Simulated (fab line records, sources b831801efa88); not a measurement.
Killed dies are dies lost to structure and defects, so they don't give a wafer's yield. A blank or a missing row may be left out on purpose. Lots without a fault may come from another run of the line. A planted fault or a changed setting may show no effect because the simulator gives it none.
A struck lot beside a sound one | flow sky130 | 43 steps out of a route of 708
Sound: wafers L826.2, L826.3, L826.4. Struck: wafer L836.4. (L836.1, L836.2 of the same lot were not struck and are left out.) The cause comes at the end.
At each step with rows: each side's tool, then ch and its chambers, then its first start. Under that, the readings that differ: sound wafers | struck wafers | difference of the means | sigmas: that difference in standard deviations of wafers without a fault.
alike: readings whose means differ by less than 2 such deviations, and words and numbers that are the same on both sides. not compared: withheld readings, readings that some wafer has no value for, bounds like >300 that may hide the same value, and numbers for which the record gives no deviation and whose values overlap.
The two part at a step that has a row with sigmas, a row that says differs or no value, or rows on one side only. Numbers that don't overlap but have no deviation are shown without sigmas and don't part them. A reading that every wafer of one side lacks parts them only if that side has two wafers or more.

first, 1 step without rows for these wafers: SKY_VIA2_ETCH_14 (etches BARC in N2/H2, stops on SiO2, time 45.9 s, target depth 60 nm).
SKY_VIA2_ETCH_15: etches SiO2 in C4F8/O2/Ar, stops on TiN, target depth 546 nm, time 84 s.
  sound on rie_diel-04 ch 0,1,2, day 37 06:06; struck on rie_diel-01 ch 1, day 40 19:52
  alike: oes_product_au, rf_fwd_power_W
  not compared: rf_hours_counter_h
then, 5 steps without rows for these wafers: SKY_VIA2_STRIP_16 (strips in O2/N2); SKY_VIA2_STRIP_17 (strips in post etch residue remover, time 1200 s); SKY_VIA2_CLEAN_18 (cleans in IPA, time 180 s); SKY_VIA2_CLEAN_19 (cleans in O3/DIW); SKY_VIA2_SPUTTER_20 (material TiN, target thk 20 nm, time 80 s).
SKY_VIA2_CVD_21: deposits W, target thk 420 nm, time 126.4 s.
  sound on cvd_w-01 ch 0,1, day 37 06:49; struck on cvd_w-01 ch 0, day 40 20:34
  alike: heater_power_w
SKY_VIA2_RS_MEAS_22: measures by four-point-probe.
  sound on film_metro-03, day 37 06:58; struck on film_metro-02, day 40 20:50
  reading            | sound             | struck | difference | sigmas
  VIA2_W_RS (ohm/sq) | 0.274 0.269 0.276 | 0.266  | -0.007     | -2
SKY_VIA2_THK_MEAS_23: measures by xrf.
  sound on film_metro-03, day 37 07:05; struck on film_metro-02, day 40 20:57
  alike: VIA2_W_THK
then, 1 step without rows for these wafers: SKY_VIA2_CMP_24 (polishes, stops on SiO2, t overpolish 20 s, target thk 0 nm).
SKY_METAL3_SPUTTER_00: material Ti, target thk 15 nm, time 10 s.
  sound on pvd_sputter-01, day 37 07:26; struck on pvd_sputter-01, day 40 21:28
  alike: throttle_valve_pct
SKY_METAL3_SPUTTER_01: material TiN, target thk 20 nm, time 16.7 s.
  sound on pvd_sputter-01, day 37 07:27; struck on pvd_sputter-01, day 40 21:29
  alike: throttle_valve_pct
then, 4 steps without rows for these wafers: SKY_METAL3_SPUTTER_02 (material AlCu, target thk 735 nm, time 39.1 s); SKY_METAL3_SPUTTER_03 (material Ti, target thk 5 nm, time 3.3 s); SKY_METAL3_SPUTTER_04 (material TiN, target thk 70 nm, time 58.3 s); SKY_CAPM_CVD_00 (deposits SiO2, target thk 15.5 nm).
SKY_CAPM_THK_MEAS_01:
  sound on film_metro-01, day 37 07:37; struck on film_metro-01, day 40 21:38
  alike: CAPM_CVD_00_THK
SKY_CAPM_SPUTTER_02: material TiN, target thk 200 nm, time 166.7 s.
  sound on pvd_sputter-03, day 37 07:40; struck on pvd_sputter-02, day 40 21:42
  alike: throttle_valve_pct
SKY_CAPM_RS_MEAS_03: measures by four-point-probe.
  sound on film_metro-03, day 37 07:48; struck on film_metro-01, day 40 21:49
  alike: CAPM_TIN_RS
SKY_CAPM_THK_MEAS_04: measures by xrf.
  sound on film_metro-03, day 37 07:55; struck on film_metro-01, day 40 21:56
  alike: CAPM_TIN_THK
then, 7 steps without rows for these wafers: SKY_CAPM_DEHYDRATE_05 (time 60 s); SKY_CAPM_HMDS_06 (prime time 60 s); SKY_CAPM_COAT_07 (resist thk 1140 nm); SKY_CAPM_SOFTBAKE_08 (time 60 s); SKY_CAPM_EXPOSE_09 (exposes mask CAPM, target cd 1000 nm); SKY_CAPM_PEB_10; SKY_CAPM_DEVELOP_11 (develop time 60 s).
SKY_CAPM_OVL_MEAS_12:
  sound on overlay-01, day 38 09:16; struck on overlay-02, day 41 21:31
  alike: CAPM_OVL
SKY_CAPM_METAL_ETCH_13: etches TiN in Cl2/BCl3, stops on SiO2, target depth 220 nm, time 62.9 s.
  sound on rie_metal-04 ch 0,1, day 38 09:17; struck on rie_metal-01 ch 0, day 41 21:32
  reading               | sound             | struck | difference | sigmas
  oes_product_au (a.u.) | 0.934 0.928 0.936 | 0.953  | +0.020     | +3
  alike: drypump_motor_current_A, rf_fwd_power_W, throttle_valve_pct
  not compared: rf_hours_counter_h
then, 12 steps without rows for these wafers: SKY_CAPM_STRIP_14 (strips in O2/N2); SKY_CAPM_STRIP_15 (strips in post etch residue remover, time 1200 s); SKY_CAPM_CLEAN_16 (cleans in IPA, time 180 s); SKY_CAPM_CLEAN_17 (cleans in O3/DIW); SKY_METAL3_DEHYDRATE_05 (time 60 s); SKY_METAL3_HMDS_06 (prime time 60 s); SKY_METAL3_COAT_07 (resist thk 60 nm); SKY_METAL3_COAT_08 (resist thk 1140 nm); SKY_METAL3_SOFTBAKE_09 (time 90 s); SKY_METAL3_EXPOSE_10 (exposes mask MM3, target cd 300 nm); SKY_METAL3_PEB_11; SKY_METAL3_DEVELOP_12 (develop time 60 s).
-- the record jumps here: 7 days lie between the struck wafers' starts before and after (it left off in module METAL3 and takes up again in module PAD_OPEN, whose first step shown is number 708 of the route) --
SKY_PAD_OPEN_PROBE_99:
  sound on prober-01, day 46 15:32; struck on prober-01, day 49 08:30
  reading                               | sound                | struck                   | difference                   | sigmas
  hold                                  | - - -                | await_dispo/2.1h/release | no value on the sound wafers |
  defect_limited_yield (%)              | 83.3 80.9 84.1       | 76.6                     | -6.2                         | -3
  killed_at_M0_to_M3                    | 47 33 36             | 82                       | +43                          | +6
  killed_at_front_end                   | 13 30 16             | 10                       | -10                          | -2
  killed_dies                           | 82 94 78             | 115                      | +30                          | +3
  killed_on_rim                         | 21 13 17             | 29                       | +12                          | +3
  sort_bin_3_pad_short (%)              | 0.4 0.6 0.4          | 3.7                      | +3.2                         | +8
  sort_bin_5_function (%)               | 10.2 13.2 9.8        | 14.6                     | +3.5                         | +2
  sort_n_pass                           | 410 398 414          | 377                      | -30                          | -3
  sort_yield_pct (%)                    | 83.3 80.9 84.1       | 76.6                     | -6.2                         | -3
  model.etest.tester.sort_n_pass        | 410 398 414          | 377                      | -30                          |
  model.etest.tester.sort_yield_pct (%) | 83.33 80.89 84.15    | 76.63                    | -6.16                        |
  model.etest.tester.sort_bin_5_pct (%) | 10.16 13.21 9.756    | 14.63                    | +3.59                        |
  model.etest.tester.sort_bin_3_pct (%) | 0.4065 0.6098 0.4065 | 3.659                    | +3.185                       |
  alike: killed_at_M4_up, killed_at_contacts, killed_at_other, killed_open, killed_short, sort_bin_6_memory

WHERE THEY PART
First at SKY_VIA2_RS_MEAS_22; last, within this record, at SKY_PAD_OPEN_PROBE_99.

WHY: what the simulator had put in
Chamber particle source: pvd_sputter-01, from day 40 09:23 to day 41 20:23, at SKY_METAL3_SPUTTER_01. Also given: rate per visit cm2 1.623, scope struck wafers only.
